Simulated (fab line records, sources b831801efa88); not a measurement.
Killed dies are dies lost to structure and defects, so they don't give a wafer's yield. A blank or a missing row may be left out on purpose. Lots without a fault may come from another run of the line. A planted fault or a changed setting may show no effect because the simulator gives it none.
A struck lot beside a sound one | flow gf180mcu | 14 steps out of a route of 602
Sound: wafers L411.1, L411.4, L411.5. Struck: wafers L407.2, L407.3, L407.4. The cause comes at the end.
At each step with rows: each side's tool, then ch and its chambers, then its first start. Under that, the readings that differ: sound wafers | struck wafers | difference of the means | sigmas: that difference in standard deviations of wafers without a fault.
alike: readings whose means differ by less than 2 such deviations, and words and numbers that are the same on both sides. not compared: withheld readings, readings that some wafer has no value for, bounds like >300 that may hide the same value, and numbers for which the record gives no deviation and whose values overlap.
The two part at a step that has a row with sigmas, a row that says differs or no value, or rows on one side only. Numbers that don't overlap but have no deviation are shown without sigmas and don't part them. A reading that every wafer of one side lacks parts them only if that side has two wafers or more.

GF_V1_CMP_26: polishes, stops on SiO2, t overpolish 15 s, target thk 0 nm.
  sound on cmp-01 ch 0,2, day 24 23:04; struck on cmp-01 ch 1,2,3, day 23 15:13
  reading                | sound                | struck               | difference | sigmas
  overpolish_run_s (s)   | 14.986 14.992 14.999 | 15.011 15.005 15.013 | +0.017     | +2
  time_to_endpoint_s (s) | 91 90 93             | 74 83 80             | -12        | -3
  alike: motor_current_A
then, 1 step without rows for these wafers: GF_M2_SPUTTER_00 (material Ti, target thk 37.5 nm, time 150 s).
GF_M2_SPUTTER_01: material TiN, target thk 30 nm, time 25 s.
  sound on pvd_sputter-02, day 24 23:28; struck on pvd_sputter-03, day 23 15:37
  alike: throttle_valve_pct
GF_M2_SPUTTER_02: material AlCu, target thk 450 nm, time 23.9 s.
  sound on pvd_sputter-02, day 24 23:29; struck on pvd_sputter-03, day 23 15:38
  alike: throttle_valve_pct
GF_M2_SPUTTER_03: material Ti, target thk 10 nm, time 6.7 s.
  sound on pvd_sputter-02, day 24 23:31; struck on pvd_sputter-03, day 23 15:40
  alike: throttle_valve_pct
GF_M2_SPUTTER_04: material TiN, target thk 50 nm, time 41.7 s.
  sound on pvd_sputter-02, day 24 23:32; struck on pvd_sputter-03, day 23 15:41
  alike: throttle_valve_pct
GF_M2_RS_MEAS_05: measures by four-point-probe.
  sound on film_metro-03, day 24 23:35; struck on film_metro-02, day 23 15:45
  alike: M2_ALCU_RS
GF_M2_THK_MEAS_06: measures by xrf.
  sound on film_metro-03, day 24 23:42; struck on film_metro-02, day 23 15:52
  alike: M2_ALCU_THK
then, 4 steps without rows for these wafers: GF_M2_DEHYDRATE_07 (time 60 s); GF_M2_HMDS_08 (prime time 60 s); GF_M2_COAT_09 (resist thk 1000 nm); GF_M2_SOFTBAKE_10 (time 60 s).
GF_M2_EXPOSE_11: exposes mask Metal2, target cd 280 nm.
  sound on krf_scanner-02 ch 0, day 25 10:11; struck on krf_scanner-02, day 24 01:44
  no value came back on the struck wafers for exposure_dose_mJ_cm2, focus_offset_nm (nm); on the sound wafers exposure_dose_mJ_cm2 reads 27.930 27.965 27.994
  alike: mask
then, 1 step without rows for these wafers: GF_M2_PEB_12 (peb time 90 s).

WHERE THEY PART
First at GF_V1_CMP_26; last, within this record, at GF_M2_EXPOSE_11.

WHY: what the simulator had put in
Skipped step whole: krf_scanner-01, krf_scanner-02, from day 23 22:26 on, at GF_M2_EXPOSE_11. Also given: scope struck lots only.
